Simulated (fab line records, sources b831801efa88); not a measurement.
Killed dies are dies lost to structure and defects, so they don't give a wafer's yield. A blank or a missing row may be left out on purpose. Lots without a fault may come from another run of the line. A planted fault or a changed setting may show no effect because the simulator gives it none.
A struck lot beside a sound one | flow gf180mcu | 27 steps out of a route of 602
Sound: wafers L397.1, L397.2, L397.5. Struck: wafers L381.3, L381.4, L381.5. The cause comes at the end.
At each step with rows: each side's tool, then ch and its chambers, then its first start. Under that, the readings that differ: sound wafers | struck wafers | difference of the means | sigmas: that difference in standard deviations of wafers without a fault.
alike: readings whose means differ by less than 2 such deviations, and words and numbers that are the same on both sides. not compared: withheld readings, readings that some wafer has no value for, bounds like >300 that may hide the same value, and numbers for which the record gives no deviation and whose values overlap.
The two part at a step that has a row with sigmas, a row that says differs or no value, or rows on one side only. Numbers that don't overlap but have no deviation are shown without sigmas and don't part them. A reading that every wafer of one side lacks parts them only if that side has two wafers or more.

GF_NWELL_STRIP_10: strips in O2/N2.
  sound on plasma_asher-01 ch 0,1, day 7 20:43; struck on plasma_asher-01 ch 0,1, day 4 08:06
  reading                      | sound             | struck            | difference | sigmas
  strip_time_to_endpoint_s (s) | 36.85 36.98 36.87 | 37.05 37.24 37.22 | +0.27      | +3
  alike: chamber_pressure_mTorr, drypump_motor_current_A, heater_power_w, oes_product_au
  not compared: rf_hours_counter_h
GF_NWELL_TW_MEAS_11:
  sound on film_metro-02, day 7 20:49; struck on film_metro-03, day 4 08:11
  alike: NWELL_TW
then, 7 steps without rows for these wafers: GF_LVPWELL_DEHYDRATE_00 (time 60 s); GF_LVPWELL_HMDS_01 (prime time 60 s); GF_LVPWELL_COAT_02 (resist thk 3000 nm); GF_LVPWELL_SOFTBAKE_03; GF_LVPWELL_EXPOSE_04 (exposes mask LVPWELL, target cd 600 nm); GF_LVPWELL_PEB_05; GF_LVPWELL_DEVELOP_06 (develop time 60 s).
GF_LVPWELL_OVL_MEAS_07:
  sound on overlay-02, day 8 12:59; struck on overlay-02, day 4 22:22
  alike: LVPWELL_OVL
then, 2 steps without rows for these wafers: GF_LVPWELL_IMPLANT_08; GF_LVPWELL_IMPLANT_09.
GF_LVPWELL_STRIP_10: strips in O2/N2.
  sound on plasma_asher-02 ch 0,1, day 8 13:19; struck on plasma_asher-04 ch 0,1, day 4 22:44
  no value came back on the struck wafers for any of 5 readings (chamber_pressure_mTorr (mTorr), drypump_motor_current_A (A) and others); on the sound wafers chamber_pressure_mTorr (mTorr) reads 1498.8 1499.8 1498.4
  reading                                   | sound | struck         | difference | sigmas
  model.coat_of_LVPWELL_COAT_02.thk_nm (nm) | 0 0 0 | 3011 3011 3017 | +3013      |
  not compared: rf_hours_counter_h
GF_LVPWELL_TW_MEAS_11:
  sound on film_metro-02, day 8 13:25; struck on film_metro-02, day 4 22:49
  alike: LVPWELL_TW
then, 7 steps without rows for these wafers: GF_MVSD_DEHYDRATE_00 (time 60 s); GF_MVSD_HMDS_01 (prime time 60 s); GF_MVSD_COAT_02 (resist thk 3000 nm); GF_MVSD_SOFTBAKE_03; GF_MVSD_EXPOSE_04 (exposes mask MVSD, target cd 1000 nm); GF_MVSD_PEB_05; GF_MVSD_DEVELOP_06 (develop time 60 s).
GF_MVSD_OVL_MEAS_07:
  sound on overlay-02, day 9 06:20; struck on overlay-01, day 5 12:37
  alike: MVSD_OVL
then, 2 steps without rows for these wafers: GF_MVSD_IMPLANT_08; GF_MVSD_IMPLANT_09.
GF_MVSD_STRIP_10: strips in O2/N2.
  sound on plasma_asher-02 ch 0,1, day 9 06:41; struck on plasma_asher-02 ch 0,1, day 5 12:59
  reading                      | sound             | struck            | difference | sigmas
  oes_product_au (a.u.)        | 0.726 0.723 0.723 | 0.739 0.741 0.744 | +0.017     | +4
  strip_time_to_endpoint_s (s) | 37.02 36.86 36.98 | 81.47 81.42 81.71 | +44.58     | +99 or more
  alike: chamber_pressure_mTorr, drypump_motor_current_A, heater_power_w
  not compared: rf_hours_counter_h
GF_MVSD_TW_MEAS_11:
  sound on film_metro-03, day 9 06:47; struck on film_metro-04, day 5 13:22
  reading | sound          | struck   | difference | sigmas
  MVSD_TW | 1545 1552 1542 | 30 30 30 | -1516      | -46
  not compared: hold
GF_PASSIVATION_PROBE_99:
  the record has rows for the sound wafers here (prober-02, day 34 12:20) and none for the struck ones

WHERE THEY PART
First at GF_NWELL_STRIP_10; last, within this record, at GF_PASSIVATION_PROBE_99.

WHY: what the simulator had put in
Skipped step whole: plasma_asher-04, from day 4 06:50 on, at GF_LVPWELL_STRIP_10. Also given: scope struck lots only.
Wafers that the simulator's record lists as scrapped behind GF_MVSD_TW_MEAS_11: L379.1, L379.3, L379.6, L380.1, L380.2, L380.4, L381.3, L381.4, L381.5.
